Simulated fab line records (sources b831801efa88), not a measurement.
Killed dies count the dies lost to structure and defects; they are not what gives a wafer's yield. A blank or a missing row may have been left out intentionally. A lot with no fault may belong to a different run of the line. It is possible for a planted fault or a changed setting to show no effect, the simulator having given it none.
A struck lot beside a sound one	flow sky130	16 out of 708 route steps
Sound: the wafers L884.1, L884.2, L884.4. Wafers struck: L880.3, L880.5, L880.6. The cause is named last.
Order at every step that has rows: each side's tool, ch and its chambers, its first start. Under that, the readings that differ: sound wafers	struck wafers	difference of the means	sigmas: that difference in standard deviations of wafers without a fault.
alike: readings with means less than 2 such deviations apart, plus words and numbers identical on both sides. not compared: withheld readings, readings lacking a value on some wafer, bounds such as >300 that could conceal the same value, and numbers that have no deviation in the record and whose values overlap.
Wherever a step has rows on one side only, a row that says differs or no value, or a row with sigmas, the two part there. When numbers do not overlap yet have no deviation, they are printed without sigmas and do not part them. A reading that every wafer of one side lacks parts them only if that side has two wafers or more.

first, 7 steps without rows for these wafers: SKY_GATE_OXIDE_DEHYDRATE_03 (time 60 s); SKY_GATE_OXIDE_HMDS_04 (prime time 60 s); SKY_GATE_OXIDE_COAT_05 (resist thk 1140 nm); SKY_GATE_OXIDE_SOFTBAKE_06 (time 60 s); SKY_GATE_OXIDE_EXPOSE_07 (exposes mask LVOM, target cd 600 nm); SKY_GATE_OXIDE_PEB_08; SKY_GATE_OXIDE_DEVELOP_09 (develop time 60 s).
SKY_GATE_OXIDE_OVL_MEAS_10:
  sound: overlay-02 at day 21 16:38; struck: overlay-02 at day 20 04:28
  alike: GATE_OXIDE_OVL
then, 2 steps without rows for these wafers: SKY_GATE_OXIDE_IMPLANT_11; SKY_GATE_OXIDE_WET_ETCH_12 (etches SiO2 in dHF, target depth 16.8 nm, time 336 s).
SKY_GATE_OXIDE_STRIP_13: strips in O2/N2.
  sound on plasma_asher-03 ch 0,1, day 21 16:56; struck on plasma_asher-04 ch 0,1, day 20 04:47
  alike: drypump_motor_current_A, oes_product_au, strip_time_to_endpoint_s
  not compared: rf_hours_counter_h
SKY_GATE_OXIDE_TW_MEAS_14:
  sound: film_metro-04 at day 21 17:02; struck: film_metro-04 at day 20 04:52
  alike: GATE_OXIDE_TW
SKY_GATE_OXIDE_CLEAN_15: cleans in SC1/SC2, time 150 s.
  sound on wet_bench-01 ch 1, day 21 17:05; struck on wet_bench-04 ch 2, day 20 04:55
  no value came back on the struck wafers for bath_guard_temp_C (C), bath_heat_duty_pct (%); on the sound wafers bath_guard_temp_C (C) reads 69.7 69.6 69.7
reading	sound	struck	difference	sigmas
model.SiO2_of_SONOS_ONO_CVD_04.thk_nm (nm)	4.279 4.223 4.18	4.756 4.728 4.854	+0.552	
SKY_GATE_OXIDE_OXIDATION_16: stabilise 600 s, purge 300 s, target thk 3.57 nm.
  sound on furnace-02 ch 0, day 21 18:04; struck on furnace-02 ch 0, day 20 05:22
reading	sound	struck	difference	sigmas
model.SiO2_of_GATE_OXIDE_OXIDATION_01.thk_nm (nm)	11.35 11.47 11.22	12.06 11.77 11.94	+0.58	
  alike: zone_power_lower_pct
then, 1 step without rows for these wafers: SKY_POLY_GATE_CVD_00 (deposits poly-Si, target thk 180 nm, time 720 s).
-- here the record skips 30 days between the struck wafers' starts before and after, leaving off in module POLY_GATE and picking up in module PAD_OPEN (first step shown: number 708 of the route) --
SKY_PAD_OPEN_PROBE_99:
  sound: prober-01 at day 50 15:24; struck: prober-02 at day 50 13:20
reading	sound	struck	difference	sigmas
model.etest.sonos_erased.drive_ua_um	196.9 202.5 199.5	160.1 168.8 154.9	-38.4	
model.etest.cap_thin_oxide.gate_log10_a_cm2	-6.752 -6.909 -6.91	-4.972 -4.884 -4.962	+1.918	
model.etest.cap_thin_oxide.gate_bv_v (V)	6.953 6.823 6.726	5.738 5.715 5.765	-1.095	
model.etest.cap_ono.gate_log10_a_cm2	-8.141 -7.921 -7.894	-8.615 -8.524 -8.634	-0.606	
model.etest.cap_ono.gate_bv_v (V)	16.4 16.7 16.28	16.84 17.02 16.95	+0.48	
model.etest.cap_ono.tox_acc_nm (nm)	13.02 12.89 12.89	13.33 13.35 13.53	+0.47	
model.etest.sonos_programmed.vt_v (V)	1.402 1.452 1.479	1.219 1.211 1.107	-0.265	
  alike: killed_at_M0_to_M3, killed_at_M4_up, killed_at_contacts, killed_at_front_end, killed_at_other, killed_dies, killed_open, killed_short
  not compared: model.etest.sonos_uncharged.r_on_ohm_um

## WHERE THEY PART
SKY_GATE_OXIDE_CLEAN_15 only, going by this record. Later steps at which nothing parts them and some readings are alike: SKY_GATE_OXIDE_OXIDATION_16, SKY_PAD_OPEN_PROBE_99.

WHY: what had been put in by the simulator
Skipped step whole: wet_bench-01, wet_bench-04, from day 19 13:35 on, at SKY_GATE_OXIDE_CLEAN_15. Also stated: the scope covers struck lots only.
